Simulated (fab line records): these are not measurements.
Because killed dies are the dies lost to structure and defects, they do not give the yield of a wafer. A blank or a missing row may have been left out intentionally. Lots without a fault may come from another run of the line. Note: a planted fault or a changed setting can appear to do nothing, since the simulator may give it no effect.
The tool behind it: which one? / flow gf180mcu / 39 wafers from 13 lots sampled at 5 of the route's 602 steps

## WHAT THE GAUGES SHOWED, per wafer
GF_NSD_TW_MEAS_12. Usual: for NSD_TW the level is 4310 and the standard deviation is 52.
lot=L971; measured=day 13 15:38; on=film-metro-01; NSD_TW=4306 4312 4318; flag=
lot=L973; measured=day 13 22:16; on=film-metro-01; NSD_TW=4311 4340 4321; flag=
lot=L972; measured=day 14 03:07; on=film-metro-03; NSD_TW=4349 4357 4338; flag=
lot=L974; measured=day 14 07:14; on=film-metro-01; NSD_TW=4314 4333 4297; flag=
lot=L975; measured=day 14 19:14; on=film-metro-01; NSD_TW=4315 4302 4266; flag=
lot=L979; measured=day 15 21:22; on=film-metro-03; NSD_TW=4334 4346 4340; flag=
lot=L983; measured=day 17 09:50; on=film-metro-03; NSD_TW=4330 4314 4311; flag=
lot=L985; measured=day 18 11:57; on=film-metro-03; NSD_TW=4358 4397 4349; flag=
lot=L988; measured=day 19 06:01; on=film-metro-03; NSD_TW=4332 4335 4339; flag=
lot=L990; measured=day 20 03:01; on=film-metro-03; NSD_TW=4333 4347 4326; flag=
lot=L991; measured=day 20 09:49; on=film-metro-03; NSD_TW=4330 4299 4320; flag=
lot=L993; measured=day 21 05:25; on=film-metro-03; NSD_TW=4385 4375 4373; flag=
lot=L994; measured=day 21 08:14; on=film-metro-01; NSD_TW=4337 4345 4355; flag=

GF_SALICIDE_RS_MEAS_04: measures by four-point-probe. Usual: for SALICIDE_TIN_RS the level is 16.8 ohm/sq and the standard deviation is 0.3.
lot=L971; measured=day 15 10:35; on=film-metro-03; SALICIDE_TIN_RS (ohm/sq)=16.9 16.2 16.5; flag=
lot=L973; measured=day 15 18:08; on=film-metro-02; SALICIDE_TIN_RS (ohm/sq)=16.7 16.9 16.5; flag=
lot=L972; measured=day 15 23:10; on=film-metro-02; SALICIDE_TIN_RS (ohm/sq)=16.8 16.7 16.9; flag=
lot=L974; measured=day 16 03:09; on=film-metro-04; SALICIDE_TIN_RS (ohm/sq)=16.4 17.0 16.0; flag=
lot=L975; measured=day 16 16:20; on=film-metro-03; SALICIDE_TIN_RS (ohm/sq)=16.7 16.7 16.8; flag=
lot=L979; measured=day 17 19:40; on=film-metro-04; SALICIDE_TIN_RS (ohm/sq)=16.9 16.7 16.6; flag=
lot=L983; measured=day 19 09:49; on=film-metro-04; SALICIDE_TIN_RS (ohm/sq)=16.9 16.5 16.7; flag=
lot=L985; measured=day 20 12:46; on=film-metro-02; SALICIDE_TIN_RS (ohm/sq)=16.5 16.8 16.9; flag=
lot=L988; measured=day 21 07:18; on=film-metro-02; SALICIDE_TIN_RS (ohm/sq)=17.3 17.1 17.3; flag=
lot=L990; measured=day 22 04:15; on=film-metro-02; SALICIDE_TIN_RS (ohm/sq)=16.0 16.4 16.5; flag=
lot=L991; measured=day 22 09:52; on=film-metro-02; SALICIDE_TIN_RS (ohm/sq)=16.8 16.9 17.4; flag=
lot=L993; measured=day 23 05:55; on=film-metro-02; SALICIDE_TIN_RS (ohm/sq)=16.5 16.3 16.5; flag=
lot=L994; measured=day 23 07:41; on=film-metro-04; SALICIDE_TIN_RS (ohm/sq)=17.1 17.0 16.7; flag=

GF_CONTACT_THK_MEAS_03. Usual: for CONTACT_CVD_02_THK the level is 862 nm and the standard deviation is 11.
lot=L971; measured=day 15 11:13; on=film-metro-04; CONTACT_CVD_02_THK (nm)=838 851 870; flag=
lot=L973; measured=day 15 18:47; on=film-metro-04; CONTACT_CVD_02_THK (nm)=864 848 863; flag=
lot=L972; measured=day 15 23:55; on=film-metro-02; CONTACT_CVD_02_THK (nm)=868 850 851; flag=
lot=L974; measured=day 16 03:47; on=film-metro-04; CONTACT_CVD_02_THK (nm)=857 876 862; flag=
lot=L975; measured=day 16 16:58; on=film-metro-04; CONTACT_CVD_02_THK (nm)=852 848 864; flag=
lot=L979; measured=day 17 20:19; on=film-metro-04; CONTACT_CVD_02_THK (nm)=1609 1613 1632; flag=OFF
lot=L983; measured=day 19 10:28; on=film-metro-02; CONTACT_CVD_02_THK (nm)=1614 1604 1635; flag=OFF
lot=L985; measured=day 20 13:25; on=film-metro-01; CONTACT_CVD_02_THK (nm)=855 866 873; flag=
lot=L988; measured=day 21 08:03; on=film-metro-04; CONTACT_CVD_02_THK (nm)=869 871 872; flag=
lot=L990; measured=day 22 04:56; on=film-metro-01; CONTACT_CVD_02_THK (nm)=834 852 850; flag=
lot=L991; measured=day 22 10:31; on=film-metro-04; CONTACT_CVD_02_THK (nm)=845 849 868; flag=
lot=L993; measured=day 23 06:34; on=film-metro-02; CONTACT_CVD_02_THK (nm)=854 853 866; flag=
lot=L994; measured=day 23 08:19; on=film-metro-04; CONTACT_CVD_02_THK (nm)=851 858 867; flag=

## TOOL THAT RAN EACH LOT (tool first, then ch and the chambers of the sampled wafers, then the start)
lot=L971; GF_SALICIDE_RTA_08=rtp-anneal-02 ch 0, day 15 10:57; GF_CONTACT_CVD_02=pecvd-03 ch 0,1, day 15 11:08
lot=L973; GF_SALICIDE_RTA_08=rtp-anneal-02 ch 0, day 15 18:31; GF_CONTACT_CVD_02=pecvd-03 ch 0,1, day 15 18:43
lot=L972; GF_SALICIDE_RTA_08=rtp-anneal-02 ch 0, day 15 23:32; GF_CONTACT_CVD_02=pecvd-04 ch 0,1,2, day 15 23:50
lot=L974; GF_SALICIDE_RTA_08=rtp-anneal-01 ch 0, day 16 03:31; GF_CONTACT_CVD_02=pecvd-04 ch 0,1, day 16 03:43
lot=L975; GF_SALICIDE_RTA_08=rtp-anneal-02 ch 0, day 16 16:42; GF_CONTACT_CVD_02=pecvd-04 ch 0,1,2, day 16 16:53
lot=L979; GF_SALICIDE_RTA_08=rtp-anneal-01 ch 0, day 17 20:02; GF_CONTACT_CVD_02=pecvd-04 ch 0,1, day 17 20:15
lot=L983; GF_SALICIDE_RTA_08=rtp-anneal-01 ch 0, day 19 10:11; GF_CONTACT_CVD_02=pecvd-04 ch 1,2, day 19 10:23
lot=L985; GF_SALICIDE_RTA_08=rtp-anneal-02 ch 0, day 20 13:08; GF_CONTACT_CVD_02=pecvd-03 ch 1,2, day 20 13:21
lot=L988; GF_SALICIDE_RTA_08=rtp-anneal-02 ch 0, day 21 07:46; GF_CONTACT_CVD_02=pecvd-03 ch 0,1, day 21 07:59
lot=L990; GF_SALICIDE_RTA_08=rtp-anneal-01 ch 0, day 22 04:38; GF_CONTACT_CVD_02=pecvd-04 ch 0,1, day 22 04:50
lot=L991; GF_SALICIDE_RTA_08=rtp-anneal-01 ch 0, day 22 10:14; GF_CONTACT_CVD_02=pecvd-01 ch 0,2, day 22 10:26
lot=L993; GF_SALICIDE_RTA_08=rtp-anneal-02 ch 0, day 23 06:17; GF_CONTACT_CVD_02=pecvd-04 ch 0,1,2, day 23 06:30
lot=L994; GF_SALICIDE_RTA_08=rtp-anneal-01 ch 0, day 23 08:04; GF_CONTACT_CVD_02=pecvd-04 ch 0,1, day 23 08:14
- GF_SALICIDE_RTA_08: time 30 s.
- GF_CONTACT_CVD_02: deposits SiO2 from TEOS, target thk 860 nm, time 95.992 s.

## AS READ BY THE TOOLS THEMSELVES (means over the sampled wafers that have a number; for cases with no such wafer, the mark the record gives instead)
GF_SALICIDE_RTA_08. Usual: lamp-power-pct 18.33 %, standard deviation 0.12; wafer_temp_C_max 803.4, standard deviation 1.2.
lot=L971; tool=rtp-anneal-02; lamp-power-pct (%)=18.49; wafer_temp_C_max=805.2; flag=
lot=L973; tool=rtp-anneal-02; lamp-power-pct (%)=18.50; wafer_temp_C_max=805.0; flag=
lot=L972; tool=rtp-anneal-02; lamp-power-pct (%)=18.50; wafer_temp_C_max=805.8; flag=
lot=L974; tool=rtp-anneal-01; lamp-power-pct (%)=18.23; wafer_temp_C_max=803.0; flag=
lot=L975; tool=rtp-anneal-02; lamp-power-pct (%)=18.49; wafer_temp_C_max=804.7; flag=
lot=L979; tool=rtp-anneal-01; lamp-power-pct (%)=18.23; wafer_temp_C_max=803.0; flag=
lot=L983; tool=rtp-anneal-01; lamp-power-pct (%)=18.25; wafer_temp_C_max=802.5; flag=
lot=L985; tool=rtp-anneal-02; lamp-power-pct (%)=18.49; wafer_temp_C_max=805.1; flag=
lot=L988; tool=rtp-anneal-02; lamp-power-pct (%)=18.49; wafer_temp_C_max=804.1; flag=
lot=L990; tool=rtp-anneal-01; lamp-power-pct (%)=18.24; wafer_temp_C_max=802.9; flag=
lot=L991; tool=rtp-anneal-01; lamp-power-pct (%)=18.24; wafer_temp_C_max=802.8; flag=
lot=L993; tool=rtp-anneal-02; lamp-power-pct (%)=18.47; wafer_temp_C_max=805.1; flag=
lot=L994; tool=rtp-anneal-01; lamp-power-pct (%)=18.24; wafer_temp_C_max=802.0; flag=

GF_CONTACT_CVD_02. Usual: heater-power-w reads 617 W (standard deviation 60).
lot=L971; tool=pecvd-03; heater-power-w (W)=584; flag=
lot=L973; tool=pecvd-03; heater-power-w (W)=589; flag=
lot=L972; tool=pecvd-04; heater-power-w (W)=622; flag=
lot=L974; tool=pecvd-04; heater-power-w (W)=615; flag=
lot=L975; tool=pecvd-04; heater-power-w (W)=623; flag=
lot=L979; tool=pecvd-04; heater-power-w (W)=628; flag=
lot=L983; tool=pecvd-04; heater-power-w (W)=655; flag=
lot=L985; tool=pecvd-03; heater-power-w (W)=625; flag=
lot=L988; tool=pecvd-03; heater-power-w (W)=593; flag=
lot=L990; tool=pecvd-04; heater-power-w (W)=618; flag=
lot=L991; tool=pecvd-01; heater-power-w (W)=691; flag=
lot=L993; tool=pecvd-04; heater-power-w (W)=626; flag=
lot=L994; tool=pecvd-04; heater-power-w (W)=607; flag=

## THE ANSWER, worked out from the rows above alone
Rule: lot off if the mean of its wafers having a number is beyond 3 standard deviations from the usual mean. Also off: a lot with no number at a reading for which 4 or more lots have one. The other lots that the step has rows for count as sound. Order of review: gauges by route order, followed by the tools' own readings, for which a lot's mean as printed above is used. At the first step where some lot is off, the reading lying furthest off is the one used; lots without a number count as furthest.
Off: L979, L983, at GF_CONTACT_THK_MEAS_03 (CONTACT_CVD_02_THK).
A tool fits if, at a process step before that reading, it ran every lot that is off, and no sound lot after the first of them. Gauges at GF_CONTACT_THK_MEAS_03: tried the same way as those tools. Of those tried, none fits.

## WHAT HAD BEEN PUT IN BY THE SIMULATOR
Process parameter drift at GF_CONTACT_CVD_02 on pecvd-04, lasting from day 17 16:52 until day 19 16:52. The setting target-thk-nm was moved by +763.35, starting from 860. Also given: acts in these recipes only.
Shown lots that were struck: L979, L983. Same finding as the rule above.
